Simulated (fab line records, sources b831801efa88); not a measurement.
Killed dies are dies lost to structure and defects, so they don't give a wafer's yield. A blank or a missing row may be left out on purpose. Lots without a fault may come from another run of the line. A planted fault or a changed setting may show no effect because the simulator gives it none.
Chamber matching | flow gf180mcu | GF_V5_CMP_26 on cmp-01: 4 sister chambers
The step polishes, stops on SiO2, t overpolish 15 s, target thk 0 nm. 20 wafers are shown with their chamber, then 10 later ones without.

WAFERS WITH THEIR CHAMBER
wafer  | chamber | motor_current_A (A) | time_to_endpoint_s (s) | overpolish_run_s (s)
L508.1 | 0       | 10.6                | 81                     | 15.013
L508.2 | 2       | 9.3                 | 89                     | 14.999
L508.5 | 3       | 12.2                | 86                     | 15.013
L509.2 | 1       | 10.2                | 84                     | 14.994
L509.5 | 1       | 10.3                | 86                     | 14.998
L509.6 | 2       | 9.1                 | 88                     | 15.003
L510.2 | 3       | 12.5                | 85                     | 14.983
L510.3 | 1       | 10.5                | 81                     | 15.002
L510.5 | 2       | 9.4                 | 87                     | 14.995
L513.1 | 2       | 9.4                 | 85                     | 14.988
L513.2 | 3       | 12.5                | 87                     | 15.001
L513.4 | 1       | 10.1                | 83                     | 15.002
L519.1 | 0       | 11.2                | 83                     | 14.994
L519.4 | 1       | 10.4                | 86                     | 15.002
L519.5 | 2       | 9.3                 | 86                     | 15.014
L520.3 | 3       | 12.2                | 86                     | 14.999
L520.5 | 0       | 10.9                | 82                     | 15.000
L520.6 | 1       | 9.9                 | 82                     | 14.989
L522.4 | 3       | 12.4                | 84                     | 15.006
L522.5 | 2       | 9.3                 | 87                     | 14.995

SIGNATURES (means of the wafers above)
reading            | chamber 0 | chamber 1 | chamber 2 | chamber 3 | scatter within a chamber
motor_current_A    | 10.900    | 10.233    | 9.300     | 12.360    | 0.188
time_to_endpoint_s | 82.00     | 83.67     | 87.00     | 85.60     | 1.55
overpolish_run_s   | 15.00233  | 14.99783  | 14.99900  | 15.00040  | 0.00874
Rule: a wafer's distance from a chamber is the root of the sum, over the readings, of the square of ((its reading less the chamber's mean) divided by the reading's scatter). The wafer belongs to the nearest chamber; if the next one is less than 2 further off, it can't be placed. The scatter: the root of (the sum of the squares of (reading less its chamber's mean) over the shown wafers, divided by (wafers less chambers)).

WAFERS WITHOUT THEIR CHAMBER
wafer  | motor_current_A (A) | time_to_endpoint_s (s) | overpolish_run_s (s)
L522.6 | 11.8                | 89                     | 14.996
L525.1 | 9.9                 | 82                     | 14.996
L525.2 | 10.4                | 82                     | 14.999
L525.6 | 9.7                 | 82                     | 15.001
L529.1 | 11.9                | 82                     | 14.982
L529.2 | 9.3                 | 81                     | 14.993
L529.4 | 10.7                | 83                     | 14.994
L530.1 | 10.5                | 81                     | 15.020
L530.4 | 9.6                 | 81                     | 14.991
L530.6 | 11.7                | 81                     | 15.032

WHICH CHAMBER EACH WENT THROUGH
wafer  | from the rows above     | in truth
L522.6 | 3                       | 3
L525.1 | 1                       | 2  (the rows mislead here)
L525.2 | can't be placed: 1 or 0 | 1
L525.6 | can't be placed: 1 or 2 | 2
L529.1 | can't be placed: 3 or 0 | 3
L529.2 | can't be placed: 2 or 1 | 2
L529.4 | can't be placed: 0 or 1 | 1
L530.1 | can't be placed: 0 or 1 | 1
L530.4 | can't be placed: 1 or 2 | 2
L530.6 | can't be placed: 0 or 3 | 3
Placed correctly: 1 of 10. Can't be placed from these rows: 8 (the true chamber is among the candidates in 8). Placed wrongly: 1.
